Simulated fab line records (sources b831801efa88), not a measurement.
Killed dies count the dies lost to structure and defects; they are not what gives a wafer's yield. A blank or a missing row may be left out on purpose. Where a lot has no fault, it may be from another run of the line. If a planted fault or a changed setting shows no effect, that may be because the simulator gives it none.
Which tool was responsible?	flow gf180mcu	13 lots, 39 wafers sampled, at 2 steps of a route of 602

## WHAT THE GAUGES SHOWED, per wafer
GF_V4_THK_MEAS_25: measures by xrf. Usual: V4_W_THK typically reads 356 nm, with standard deviation 5.8.
lot	measured	on	V4_W_THK (nm)	flag
L587	day 24 14:40	film-metro-03	368 363 368	
L589	day 25 03:30	film-metro-03	351 348 359	
L590	day 25 12:48	film-metro-01	355 362 357	
L591	day 25 22:59	film-metro-01	362 360 360	
L596	day 27 11:17	film-metro-03	362 363 361	
L597	day 27 16:40	film-metro-03	353 354 355	
L599	day 28 10:17	film-metro-01	363 358 360	
L600	day 28 17:33	film-metro-03	345 349 349	
L601	day 29 00:47	film-metro-01	362 359 362	
L603	day 29 19:32	film-metro-01	350 353 348	
L606	day 30 11:47	film-metro-03	360 358 366	
L607	day 30 17:03	film-metro-03	354 348 349	
L608	day 30 21:47	film-metro-01	350 349 348	

## WHAT TOOL EACH LOT RAN ON (gives the tool, then ch and the chambers of the sampled wafers, and finally the start)
lot	GF_M4_SPUTTER_04
L587	pvd-sputter-04, day 22 15:25
L589	pvd-sputter-03, day 23 04:32
L590	pvd-sputter-02, day 23 14:56
L591	pvd-sputter-03, day 24 01:50
L596	pvd-sputter-02, day 25 15:02
L597	pvd-sputter-02, day 25 21:33
L599	pvd-sputter-04, day 26 15:53
L600	pvd-sputter-03, day 26 22:38
L601	pvd-sputter-02, day 27 06:18
L603	pvd-sputter-02, day 28 01:47
L606	pvd-sputter-04, day 28 18:56
L607	pvd-sputter-04, day 29 01:45
L608	pvd-sputter-03, day 29 07:09
- GF_M4_SPUTTER_04: material TiN, target thk 50 nm, time 41.7 s.

## AS READ BY THE TOOLS THEMSELVES (means over the sampled wafers that have a number; for cases with no such wafer, the mark the record gives instead)
GF_M4_SPUTTER_04. Usual: 30.2 % for throttle-valve-pct, sd 0.92.
lot	tool	throttle-valve-pct (%)	flag
L587	pvd-sputter-04	29.2	
L589	pvd-sputter-03	29.8	
L590	pvd-sputter-02	30.2	
L591	pvd-sputter-03	29.8	
L596	pvd-sputter-02	30.7	
L597	pvd-sputter-02	30.6	
L599	pvd-sputter-04	30.1	
L600	pvd-sputter-03	30.0	
L601	pvd-sputter-02	30.7	
L603	pvd-sputter-02	30.7	
L606	pvd-sputter-04	30.5	
L607	pvd-sputter-04	30.0	
L608	pvd-sputter-03	30.1	

## THE ANSWER, worked out from the rows above alone
Rule: lot off if the mean of its wafers having a number is beyond 3 standard deviations from the usual mean. Also off: a lot with no number at a reading for which 4 or more lots have one. Any other lot the step has rows for is counted as sound. First the gauges in route order, then the tools' own readings, where a lot's mean is used as printed above. The first step at which some lot is off is used, and at that step the reading that is off furthest; a lot without a number counts as furthest.
None of the lots is off at any reading shown; this tells nothing.

## WHAT HAD BEEN PUT IN BY THE SIMULATOR
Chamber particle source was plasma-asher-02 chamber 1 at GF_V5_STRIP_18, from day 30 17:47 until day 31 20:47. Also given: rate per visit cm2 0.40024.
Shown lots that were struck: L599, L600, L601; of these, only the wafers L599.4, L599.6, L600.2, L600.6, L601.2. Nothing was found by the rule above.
